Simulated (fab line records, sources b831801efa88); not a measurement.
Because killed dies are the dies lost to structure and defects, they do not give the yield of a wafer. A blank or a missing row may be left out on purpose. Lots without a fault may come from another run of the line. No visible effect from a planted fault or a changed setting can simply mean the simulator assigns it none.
fab line records	flow sky130
[record] lots = 6	wafers = 18	last_day = 50
route steps=708 shown CAP2M@616 METAL4@621 PAD_OPEN@708
lots that met no fault: from a run of the same line without faults
start_h: the number of hours between the record's first day and the start of the first shown wafer of the lot	wait_h: time in hours since the lot's previous step	" the same as in the row above	L1.1+2: a single row standing in for several wafers	- no value, or no start given	* or withheld: withheld	< > ~ a bound
route shown NAME@n: names a module that has steps shown in the file, with the first one's number in the route	usual: average and standard deviation across the fault-free wafers	same: alike in all rows	chamber/n: place in a boat	sites: each site's reading	_std_site: how widely they spread, as a standard deviation	_edge_site: mean of outer sites minus mean of inner sites	radius_mm: for every site, how far away it sits from the centre of the wafer	mask NAME#n: copy n	behind: the last tool/chamber to shape the wafer	hold: what put the lot on hold/how long, in hours/how the hold closed	device: whichever transistor did not switch (one of n, p or np)	end of line: the tests these same wafers got at the end of their route	where a step has no rows: the recipe by itself	killed: the dies lost at the first sort to structure and to defects; this is not the yield of the wafer	map: per-die view of a wafer (x killed, . not killed, _ where there is no die)
set.NAME: the setting as run; set.NAME@STEP: as run at that earlier step	model.NAME: the simulator's own value behind a step, which no gauge read
lots at some steps of the route; a table a step, a row a wafer
services: the hour from which a tool's chamber was out of use, counted from the record's first day as start_h (under 0 if before that day), plus the number of hours and why
[[steps]]
[step SKY_CAP2M_METAL_ETCH_13]
[recipe] target_depth_nm = 220	stop_on = SiO2	chemistry = Cl2/BCl3	target = TiN	pressure_mtorr = 10	icp_w = 900	bias_w = 48.5	Cl2_flow_sccm = 60	bcl3_flow_sccm = 30	time_s = 62.9
[usual] drypump_motor_current_A = 5.9/0.42	oes_product_au = 0.942/0.0076	rf_fwd_power_W = 892/3.7	throttle_valve_pct = 21.900/0.011
lot.wafer	tool	chamber	start_h	wait_h	drypump_motor_current_A	oes_product_au	rf_fwd_power_W	rf_hours_counter_h	throttle_valve_pct
L132.3	rie_metal-02	0	973.91	0.0	6.3	0.945	895	-	21.898
L132.4	"	1	"	"	5.5	0.962	898	-	21.885
L132.5	"	1	"	"	5.5	0.944	896	-	21.907
L134.1	rie_metal-02	1	994.93	0.0	5.5	0.954	895	15	21.905
L134.2	"	0	"	"	6.3	0.940	888	17	21.908
L134.4	"	0	"	"	6.2	0.953	890	-	21.886
L142.2	rie_metal-02	0	1039.28	0.0	6.3	0.938	894	-	21.913
L142.3	"	0	"	"	6.2	0.947	894	-	21.880
L142.5	"	0	"	"	6.3	0.955	890	-	21.912
L147.3	rie_metal-01	1	1070.16	0.0	5.6	0.943	893	-	21.911
L147.5	"	0	"	"	5.4	0.937	888	-	21.922
L147.6	"	1	"	"	5.6	0.935	894	-	21.906
L148.3	rie_metal-01	1	1072.66	0.1	5.6	0.947	892	-	21.903
L148.4	"	0	"	"	5.5	0.940	885	-	21.911
L148.5	"	1	"	"	5.6	0.943	894	-	21.885
L152.1	rie_metal-04	1	1108.18	0.0	6.5	0.943	894	23	21.891
L152.3	"	0	"	"	6.1	0.942	893	-	21.892
L152.4	"	1	"	"	6.5	0.958	894	-	21.879
[step SKY_CAP2M_STRIP_14]
[recipe] chemistry = O2/N2	power_w = 1400	pressure_mtorr = 1500	platen_temp_c = withheld	o2_flow_sccm = 3000	n2_flow_sccm = 300	overash_fraction = 0.5
[usual] drypump_motor_current_A = 5.8/0.46	o2_flow_sccm = 3000/9.1	oes_product_au = 0.710/0.005	strip_time_to_endpoint_s = 12.67/0.048
lot.wafer	tool	chamber	start_h	wait_h	drypump_motor_current_A	o2_flow_sccm	oes_product_au	rf_hours_counter_h	strip_time_to_endpoint_s
L132.3	plasma_asher-04	1	973.99	0.1	5.9	3022	0.707	-	12.70
L132.4	"	0	"	"	5.2	2995	0.708	-	12.66
L132.5	"	0	"	"	5.2	2986	0.713	-	12.68
L134.1	plasma_asher-04	1	995.01	0.1	5.9	3002	0.713	55	12.64
L134.2	"	0	"	"	5.2	2996	0.705	55	12.65
L134.4	"	1	"	"	5.9	3014	0.718	-	12.68
L142.2	plasma_asher-04	0	1039.40	0.1	5.2	2996	0.704	62	12.70
L142.3	"	0	"	"	5.2	3004	0.717	-	12.72
L142.5	"	0	"	"	5.2	2997	0.705	-	12.74
L147.3	plasma_asher-02	0	1070.24	0.1	5.9	3006	0.710	-	12.71
L147.5	"	0	"	"	6.0	3007	0.707	-	12.69
L147.6	"	1	"	"	5.7	2989	0.709	-	12.75
L148.3	plasma_asher-01	0	1072.77	0.1	5.8	3010	0.710	-	12.66
L148.4	"	1	"	"	6.7	2992	0.715	-	12.63
L148.5	"	1	"	"	6.7	2996	0.704	-	12.69
L152.1	plasma_asher-01	1	1108.26	0.1	6.7	2995	0.710	4	12.69
L152.3	"	0	"	"	5.8	2998	0.716	-	12.66
L152.4	"	1	"	"	6.7	2991	0.706	-	12.70
[step SKY_CAP2M_STRIP_15]
[recipe] chemistry = post_etch_residue_remover	time_s = 1200	temp_c = 72.5
[step SKY_CAP2M_CLEAN_16]
[recipe] chemistry = IPA	time_s = 180	temp_c = 25
[step SKY_CAP2M_CLEAN_17]
[recipe] chemistry = O3/DIW	dry = n2_spin
[step SKY_METAL4_DEHYDRATE_05]
[recipe] temp_c = 200	time_s = 60
[step SKY_METAL4_HMDS_06]
[recipe] prime_time_s = 60	prime_temp_c = 120
[step SKY_METAL4_COAT_07]
[recipe] resist = BARC	temp_c = withheld	time_s = withheld	spin_rpm = 3000	resist_thk_nm = 60
[step SKY_METAL4_COAT_08]
[recipe] resist = KrF-thick	spin_rpm = 3000	resist_thk_nm = 1140
[step SKY_METAL4_SOFTBAKE_09]
[recipe] temp_c = 100	time_s = 90	resist = KrF-thick
[step SKY_METAL4_EXPOSE_10]
[recipe] mask_id = MM4	na = 0.68	source_shape = annular	sigma_inner = 0.4	sigma_outer = 0.8	target_cd_nm = 300	dose_mj = 28
[step SKY_METAL4_PEB_11]
[recipe] peb_temp_c = withheld	peb_time_s = withheld	resist = KrF-thick
[step SKY_METAL4_DEVELOP_12]
[recipe] develop_time_s = 60	resist = KrF-thick	dev_temp_c = 21
lot.wafer	tool	chamber	start_h	wait_h
L132.3+4+5	litho_track-04	0	998	-
L134.1+2+4	litho_track-04	0	1018	-
L142.2+3+5	litho_track-03	0	1061	-
L147.3+5+6	litho_track-02	0	1091	-
L148.3+4+5	litho_track-04	0	1094	-
L152.1+3+4	litho_track-02	0	1128	-
[step SKY_METAL4_CD_MEAS_13]
[recipe] target_cd_nm = 300
[usual] cd_nm = 300.0/1.5
lot.wafer	tool	chamber	start_h	wait_h	cd_nm
L132.3	cd_sem-01	-	998.28	-	298.4
L132.4	"	-	"	"	298.7
L132.5	"	-	"	"	300.0
L134.1	cd_sem-01	-	1018.79	-	298.8
L134.2	"	-	"	"	299.5
L134.4	"	-	"	"	298.9
L142.2	cd_sem-01	-	1061.70	-	300.5
L142.3	"	-	"	"	299.2
L142.5	"	-	"	"	300.8
L147.3	cd_sem-02	-	1091.46	-	297.8
L147.5	"	-	"	"	299.5
L147.6	"	-	"	"	297.3
L148.3	cd_sem-01	-	1094.23	-	299.3
L148.4	"	-	"	"	299.2
L148.5	"	-	"	"	298.7
L152.1	cd_sem-01	-	1128.87	-	301.7
L152.3	"	-	"	"	302.1
L152.4	"	-	"	"	302.0
[step SKY_METAL4_OVL_MEAS_14]
[usual] METAL4_OVL = -2/5.9
lot.wafer	tool	chamber	start_h	wait_h	METAL4_OVL[nm]
L132.3	overlay-01	-	998.38	0.1	-12
L132.4	"	-	"	"	-10
L132.5	"	-	"	"	-7
L134.1	overlay-01	-	1018.91	0.1	4
L134.2	"	-	"	"	7
L134.4	"	-	"	"	5
L142.2	overlay-01	-	1061.81	0.1	-8
L142.3	"	-	"	"	3
L142.5	"	-	"	"	3
L147.3	overlay-01	-	1091.55	0.1	-6
L147.5	"	-	"	"	-8
L147.6	"	-	"	"	0
L148.3	overlay-02	-	1094.33	0.1	4
L148.4	"	-	"	"	4
L148.5	"	-	"	"	6
L152.1	overlay-01	-	1128.99	0.1	-10
L152.3	"	-	"	"	-7
L152.4	"	-	"	"	-6
[step SKY_METAL4_DESCUM_15]
[recipe] chemistry = O2	source_power_w = 150	bias_power_w = 0	pressure_mtorr = 10	temp_c = 40	time_s = 8
[usual] drypump_motor_current_A = 6.1/0.3	oes_product_au = 0.989/0.0093	rf_fwd_power_W = 147.4/1
lot.wafer	tool	chamber	start_h	wait_h	drypump_motor_current_A	oes_product_au	rf_fwd_power_W	rf_hours_counter_h	model.METAL4.cd_nm
L132.3	rie_metal-04	1	998.41	0.0	6.5	0.984	148.4	-	298.6
L132.4	"	0	"	"	6.1	0.983	146.7	-	299.1
L132.5	"	1	"	"	6.5	0.984	148.7	-	299.8
L134.1	rie_metal-02	1	1018.95	0.0	5.4	0.997	147.5	17	297.8
L134.2	"	0	"	"	6.3	0.993	147.1	18	299
L134.4	"	0	"	"	6.3	0.989	147.1	-	298.1
L142.2	rie_metal-04	1	1061.84	0.0	6.5	0.989	148.8	20	300.9
L142.3	"	0	"	"	6.1	0.988	146.6	-	299.2
L142.5	"	1	"	"	6.5	0.999	149.0	-	300.7
L147.3	rie_metal-03	0	1091.58	0.0	6.1	0.980	146.1	-	297.6
L147.5	"	0	"	"	6.1	0.989	145.7	-	299
L147.6	"	1	"	"	6.2	0.989	148.5	-	297.1
L148.3	rie_metal-02	1	1094.36	0.0	5.4	0.992	148.4	-	298.6
L148.4	"	0	"	"	6.3	0.981	145.9	-	299.3
L148.5	"	1	"	"	5.4	0.997	148.2	-	298
L152.1	rie_metal-04	1	1129.02	0.0	6.5	0.986	147.6	25	301.9
L152.3	"	1	"	"	6.5	0.996	148.0	-	301.8
L152.4	"	0	"	"	6.1	0.992	147.1	-	302.1
[step SKY_METAL4_ETCH_16]
[recipe] chemistry = N2/H2	target = BARC	ion_energy_ev = 200	bias_w = 100	pressure_mtorr = 30	n2_flow_sccm = 100	h2_flow_sccm = 200	icp_w = 500	stop_on = SiO2	time_s = 88.2	target_depth_a = 600
[usual] drypump_motor_current_A = 6.1/0.3	oes_product_au = 0.626/0.0044	rf_fwd_power_W = 496.6/2.2	throttle_valve_pct = 13.204/0.0089
lot.wafer	tool	chamber	start_h	wait_h	drypump_motor_current_A	oes_product_au	rf_fwd_power_W	rf_hours_counter_h	throttle_valve_pct
L132.3	rie_metal-04	1	998.46	0.0	6.5	0.623	496.9	-	13.210
L132.4	"	0	"	"	6.2	0.628	496.7	-	13.201
L132.5	"	1	"	"	6.5	0.624	493.7	-	13.200
L134.1	rie_metal-02	1	1018.98	0.0	5.4	0.617	497.6	17	13.203
L134.2	"	0	"	"	6.3	0.628	496.0	18	13.208
L134.4	"	0	"	"	6.3	0.617	494.9	-	13.205
L142.2	rie_metal-04	1	1061.87	0.0	6.5	0.625	496.2	20	13.197
L142.3	"	0	"	"	6.2	0.626	496.3	-	13.192
L142.5	"	1	"	"	6.5	0.628	497.0	-	13.208
L147.3	rie_metal-03	0	1091.64	0.0	6.1	0.629	492.7	-	13.210
L147.5	"	0	"	"	6.1	0.629	492.1	-	13.188
L147.6	"	1	"	"	6.2	0.628	496.5	-	13.207
L148.3	rie_metal-02	1	1094.41	0.0	5.5	0.621	499.8	-	13.206
L148.4	"	0	"	"	6.3	0.622	496.0	-	13.208
L148.5	"	1	"	"	5.5	0.628	499.8	-	13.184
L152.1	rie_metal-04	1	1129.06	0.0	6.5	0.630	500.3	25	13.184
L152.3	"	1	"	"	6.5	0.623	498.2	-	13.190
L152.4	"	0	"	"	6.1	0.624	498.0	-	13.204
[step SKY_METAL4_ETCH_17]
[recipe] target = SiO2	stop_on = TiN	chemistry = C4F8/O2/Ar	source_w = 1500	bias_w = 1200	pressure_mtorr = 40	c4f8_flow_sccm = withheld	O2_flow_sccm = 6	Ar_flow_sccm = 300	time_s = 3.9	target_depth_a = 150
[usual] oes_product_au = 0.755/0.0076	rf_fwd_power_W = 1466/7
lot.wafer	tool	chamber	start_h	wait_h	oes_product_au	rf_fwd_power_W	rf_hours_counter_h	model.METAL4.cd_nm
L132.3	rie_diel-01	0	998.53	0.0	0.754	1466	20	297.9
L132.4	"	1	"	"	0.767	1487	21	297.6
L132.5	"	2	"	"	0.757	1482	-	299
L134.1	rie_diel-02	3	1019.08	0.1	0.763	1464	12	298.1
L134.2	"	0	"	"	0.743	1470	12	301.3
L134.4	"	2	"	"	0.750	1475	12	299.6
L142.2	rie_diel-04	0	1061.97	0.1	0.758	1462	23	300.5
L142.3	"	2	"	"	0.757	1467	25	297.9
L142.5	"	2	"	"	0.760	1469	-	300.5
L147.3	rie_diel-02	0	1091.70	0.0	0.759	1470	13	294.6
L147.5	"	1	"	"	0.751	1463	-	295.6
L147.6	"	0	"	"	0.764	1471	-	296.9
L148.3	rie_diel-04	3	1094.48	0.0	0.766	1454	17	301.9
L148.4	"	1	"	"	0.747	1467	12	301.1
L148.5	"	1	"	"	0.757	1469	-	301.4
L152.1	rie_diel-04	3	1129.15	0.1	0.767	1459	18	300.2
L152.3	"	1	"	"	0.752	1457	13	300.7
L152.4	"	2	"	"	0.761	1463	27	299.6
[step SKY_METAL4_METAL_ETCH_18]
[recipe] target_depth_a = 8450	stop_on = SiO2	over_etch_frac = 0.3	time_s = 183.1	chemistry = Cl2/BCl3	resist_sidewall_deg = 88	pressure_mtorr = 10	icp_w = 900	bias_w = 48.5	Cl2_flow_sccm = 60	bcl3_flow_sccm = 30
[usual] drypump_motor_current_A = 6.17/0.24	oes_product_au = 0.865/0.0066	rf_fwd_power_W = 896/3.2	throttle_valve_pct = 22.265/0.0092
lot.wafer	tool	chamber	start_h	wait_h	drypump_motor_current_A	oes_product_au	rf_fwd_power_W	rf_hours_counter_h	throttle_valve_pct
L132.3	rie_metal-03	0	998.61	0.1	6.09	0.861	892	-	22.280
L132.4	"	1	"	"	6.19	0.861	897	-	22.257
L132.5	"	1	"	"	6.18	0.857	898	-	22.264
L134.1	rie_metal-03	1	1019.10	0.0	6.19	0.858	898	20	22.253
L134.2	"	0	"	"	6.10	0.862	895	9	22.262
L134.4	"	0	"	"	6.11	0.863	896	-	22.270
L142.2	rie_metal-03	1	1061.99	0.0	6.18	0.863	895	23	22.274
L142.3	"	0	"	"	6.09	0.867	893	-	22.271
L142.5	"	1	"	"	6.21	0.861	893	-	22.285
L147.3	rie_metal-02	0	1091.78	0.1	6.24	0.878	893	-	22.264
L147.5	"	0	"	"	6.23	0.877	897	-	22.253
L147.6	"	1	"	"	5.42	0.880	903	-	22.256
L148.3	rie_metal-04	1	1094.56	0.1	6.50	0.863	901	-	22.264
L148.4	"	0	"	"	6.12	0.863	896	-	22.268
L148.5	"	1	"	"	6.53	0.863	895	-	22.265
L152.1	rie_metal-02	0	1129.17	0.0	6.25	0.871	897	26	22.269
L152.3	"	1	"	"	5.45	0.877	896	-	22.243
L152.4	"	0	"	"	6.25	0.869	897	-	22.271
[step SKY_PAD_OPEN_PROBE_99]
[usual] defect_limited_yield = 82.4/1.9	killed_at_M0_to_M3 = 44/7.1	killed_at_M4_up = 3.5/2	killed_at_contacts = 24/5.3	killed_at_front_end = 15/4.8	killed_at_other = 0.1/0.35	killed_dies = 86/9.3	killed_open = 47/7.8	killed_short = 39/5.9	sort_bin_3_pad_short = 0.8/0.42	sort_bin_5_function = 10.3/1.4	sort_bin_6_memory = 6.4/1.1	sort_n_pass = 406/9.3	sort_yield_pct = 82.4/1.9
[same] gross_dies = 492	killed_at_back_side = 0	sort_bin_4_leakage[%] = 0	sort_bin_8_speed[%] = 0
lot.wafer	tool	chamber	start_h	wait_h	defect_limited_yield[%]	killed_at_M0_to_M3	killed_at_M4_up	killed_at_contacts	killed_at_front_end	killed_at_other	killed_dies	killed_open	killed_short	sort_bin_3_pad_short[%]	sort_bin_5_function[%]	sort_bin_6_memory[%]	sort_n_pass	sort_yield_pct[%]
L132.3	prober-01	-	1092.54	0.2	83.3	46	2	21	13	0	82	44	38	1.0	9.6	6.1	410	83.3
L132.4	prober-01	-	1092.59	0.2	84.6	43	2	20	11	0	76	47	29	0.6	8.3	6.5	416	84.6
L132.5	prober-01	-	1092.64	0.2	86.2	36	1	21	10	0	68	34	34	0.2	8.7	4.9	424	86.2
L134.1	prober-02	-	1110.75	0.1	81.5	42	3	23	23	0	91	60	31	0	11.0	7.5	401	81.5
L134.2	prober-02	-	1110.80	0.1	86.2	37	4	23	4	0	68	35	33	1.0	6.9	5.9	424	86.2
L134.4	prober-02	-	1110.90	0.2	84.6	40	1	22	13	0	76	44	32	0.4	9.3	5.7	416	84.6
L142.2	prober-02	-	1150.14	0.1	79.9	56	3	18	21	1	99	52	47	1.0	10.0	9.1	393	79.9
L142.3	prober-02	-	1150.19	0.2	81.3	42	3	23	24	0	92	49	43	1.4	9.8	7.5	400	81.3
L142.5	prober-02	-	1150.29	0.2	83.1	52	0	18	13	0	83	45	38	0.4	10.4	6.1	409	83.1
L147.3	prober-01	-	1174.53	0.2	80.3	47	6	27	17	0	97	65	32	0.6	12.0	7.1	395	80.3
L147.5	prober-01	-	1174.63	0.2	81.5	52	1	21	16	1	91	60	31	0.2	12.4	5.9	401	81.5
L147.6	prober-01	-	1174.68	0.2	82.7	41	5	30	9	0	85	47	38	2.0	9.6	5.7	407	82.7
L148.3	prober-02	-	1175.36	0.2	80.9	48	3	35	8	0	94	59	35	0.8	11.8	6.5	398	80.9
L148.4	prober-02	-	1175.41	0.2	84.8	39	7	19	10	0	75	29	46	0.6	9.8	4.9	417	84.8
L148.5	prober-02	-	1175.46	0.2	83.1	46	6	23	8	0	83	47	36	0.4	11.2	5.3	409	83.1
L152.1	prober-02	-	1204.04	0.1	82.3	55	0	19	13	0	87	58	29	0.6	9.3	7.7	405	82.3
L152.3	prober-02	-	1204.14	0.2	79.7	53	1	22	24	0	100	61	39	0.8	12.0	7.5	392	79.7
L152.4	prober-02	-	1204.19	0.2	79.5	45	7	18	31	0	101	56	45	0.6	10.8	9.1	391	79.5
// killed by level:class
L132.3 CONTACT:geometric_particle:open=9 VIA1:geometric_particle:open=9 VIA3:geometric_particle:short=8 VIA3:geometric_particle:open=7 LI_CONTACT:geometric_particle:open=6 METAL1:geometric_particle:short=6 METAL2:geometric_particle:short=5 VIA2:geometric_particle:open=4
L132.4 CONTACT:geometric_particle:open=11 VIA1:geometric_particle:open=10 VIA1:geometric_particle:short=8 VIA2:geometric_particle:open=7 LI_CONTACT:geometric_particle:open=5 VIA3:geometric_particle:open=5 FIELD_ISO:geometric_particle:short=3 POLY_GATE:geometric_particle:open=3
L132.5 CONTACT:geometric_particle:open=7 VIA1:geometric_particle:short=7 VIA1:geometric_particle:open=7 VIA3:geometric_particle:open=7 LI_CONTACT:geometric_particle:open=5 METAL1:geometric_particle:short=5 LI_CONTACT:geometric_particle:short=4 CONTACT:geometric_particle:short=4
L134.1 VIA1:geometric_particle:open=15 LI_CONTACT:geometric_particle:open=9 FIELD_ISO:geometric_particle:open=7 FIELD_ISO:geometric_particle:short=7 VIA1:geometric_particle:short=7 CONTACT:geometric_particle:open=7 POLY_CUT:geometric_particle:open=5 METAL2:geometric_particle:short=5
L134.2 CONTACT:geometric_particle:open=9 LI_CONTACT:geometric_particle:open=7 VIA1:geometric_particle:open=7 METAL2:geometric_particle:short=6 VIA1:geometric_particle:short=5 VIA2:geometric_particle:open=5 CONTACT:geometric_particle:short=4 METAL4:geometric_particle:short=4
L134.4 VIA1:geometric_particle:open=14 CONTACT:geometric_particle:open=9 LI_CONTACT:geometric_particle:open=9 METAL1:geometric_particle:short=8 POLY_GATE:geometric_particle:short=5 VIA1:geometric_particle:short=5 VIA2:geometric_particle:short=4 FIELD_ISO:geometric_particle:open=3
L142.2 VIA1:geometric_particle:open=11 CONTACT:geometric_particle:open=10 METAL2:geometric_particle:short=7 METAL1:geometric_particle:short=6 VIA1:geometric_particle:short=6 VIA3:geometric_particle:open=6 FIELD_ISO:geometric_particle:short=5 METAL3:geometric_particle:short=5
L142.3 CONTACT:geometric_particle:open=14 FIELD_ISO:geometric_particle:open=8 METAL1:geometric_particle:short=8 VIA3:geometric_particle:open=7 VIA1:geometric_particle:open=5 FIELD_ISO:geometric_particle:short=4 POLY_GATE:geometric_particle:short=4 METAL2:geometric_particle:short=4
L142.5 METAL1:geometric_particle:short=9 VIA1:geometric_particle:open=9 VIA2:geometric_particle:open=8 CONTACT:geometric_particle:open=6 VIA1:geometric_particle:short=6 POLY_GATE:geometric_particle:open=5 CONTACT:geometric_particle:short=5 METAL1:geometric_particle:open=5
L147.3 VIA3:geometric_particle:open=13 VIA2:geometric_particle:open=11 LI_CONTACT:geometric_particle:open=11 VIA1:geometric_particle:open=10 CONTACT:geometric_particle:open=7 POLY_GATE:geometric_particle:open=4 LI_CONTACT:geometric_particle:short=4 METAL4:geometric_particle:short=4
L147.5 VIA1:geometric_particle:open=12 VIA3:geometric_particle:open=10 CONTACT:geometric_particle:open=9 VIA2:geometric_particle:open=8 POLY_GATE:geometric_particle:open=6 METAL2:geometric_particle:short=6 LI_CONTACT:geometric_particle:open=5 VIA3:geometric_particle:short=4
L147.6 VIA2:geometric_particle:open=9 CONTACT:geometric_particle:open=9 LI_CONTACT:geometric_particle:open=8 VIA1:geometric_particle:open=7 LOCAL_INTERCONNECT:geometric_particle:short=5 CONTACT:geometric_particle:short=5 VIA3:geometric_particle:open=5 VIA1:geometric_particle:short=4
L148.3 VIA1:geometric_particle:open=15 CONTACT:geometric_particle:open=13 VIA2:geometric_particle:open=10 METAL1:geometric_particle:short=7 VIA3:geometric_particle:open=7 LI_CONTACT:geometric_particle:short=6 LI_CONTACT:geometric_particle:open=5 LOCAL_INTERCONNECT:geometric_particle:short=5
L148.4 METAL1:geometric_particle:short=7 VIA3:geometric_particle:open=7 METAL2:geometric_particle:short=7 METAL4:geometric_particle:short=6 LOCAL_INTERCONNECT:geometric_particle:short=5 FIELD_ISO:geometric_particle:short=4 LI_CONTACT:geometric_particle:open=4 CONTACT:geometric_particle:open=4
L148.5 CONTACT:geometric_particle:open=9 VIA3:geometric_particle:open=9 VIA1:geometric_particle:open=6 METAL1:geometric_particle:short=6 METAL2:geometric_particle:short=5 VIA3:geometric_particle:short=5 LI_CONTACT:geometric_particle:open=4 LI_CONTACT:geometric_particle:short=4
L152.1 VIA1:geometric_particle:open=16 CONTACT:geometric_particle:open=10 VIA3:geometric_particle:open=8 VIA2:geometric_particle:open=7 VIA1:geometric_particle:short=7 METAL1:geometric_particle:open=6 FIELD_ISO:geometric_particle:short=4 POLY_GATE:geometric_particle:open=4
L152.3 VIA1:geometric_particle:open=15 VIA3:geometric_particle:open=11 CONTACT:geometric_particle:open=9 FIELD_ISO:geometric_particle:open=7 POLY_GATE:geometric_particle:open=6 POLY_GATE:geometric_particle:short=5 LI_CONTACT:geometric_particle:short=5 LI_CONTACT:geometric_particle:open=5
L152.4 VIA1:geometric_particle:open=11 POLY_GATE:geometric_particle:short=10 VIA1:geometric_particle:short=9 CONTACT:geometric_particle:open=8 FIELD_ISO:geometric_particle:open=6 FIELD_ISO:geometric_particle:short=6 LI_CONTACT:geometric_particle:open=6 VIA2:geometric_particle:open=6
[[services]]
tool	chamber	start_h	hours	kind
rie_diel-02	1	950.09	3.8	repair
rie_diel-02	1	957.42	1.2	repair
rie_diel-04	-	958.12	0.6	repair
rie_diel-02	3	960.95	2.8	repair
rie_metal-01	-	961.59	0.3	repair
rie_diel-02	1	970.46	3.4	repair
rie_diel-04	3	976.31	7.3	repair
rie_metal-04	-	981.06	0.5	repair
rie_metal-04	0	1001.86	5.7	repair
rie_diel-02	2	1002.76	2.9	repair
plasma_asher-01	-	1015.16	38.0	repair
rie_metal-04	1	1017.43	2.9	repair
rie_diel-02	0	1021.29	15.8	repair
rie_metal-02	-	1030.54	4.2	repair
rie_metal-02	1	1034.24	5.7	repair
rie_diel-02	2	1036.29	4.0	repair
plasma_asher-01	-	1055.25	9.0	pm
rie_diel-02	-	1063.59	4.3	pm
rie_metal-02	-	1065.79	1.4	pm
rie_metal-03	-	1084.02	1.5	repair
rie_diel-02	-	1091.86	0.4	repair
rie_metal-03	1	1099.45	3.2	repair
plasma_asher-04	-	1126.64	1.6	repair
rie_metal-03	1	1126.81	5.6	repair
[[key]]
first_sign none at tools or gauges
[model_effect] step = SKY_METAL4_DESCUM_15	value = METAL4.cd_nm	without = 301.8	struck = 298.7
[model_effect] step = SKY_METAL4_ETCH_17	value = METAL4.cd_nm	without = 302	struck = 298.9
met_at SKY_METAL4_DEVELOP_12
struck_wafers L132.3,L132.4,L132.5,L134.1,L134.2,L134.4
[fault] kind = process_parameter_drift	tool = litho_track-04	chamber = -	onset_h = 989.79	steps = SKY_METAL4_DEVELOP_12	channel = develop_time_s	offset = *	shape = step	end_h = 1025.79	acts_in = *	stated = *
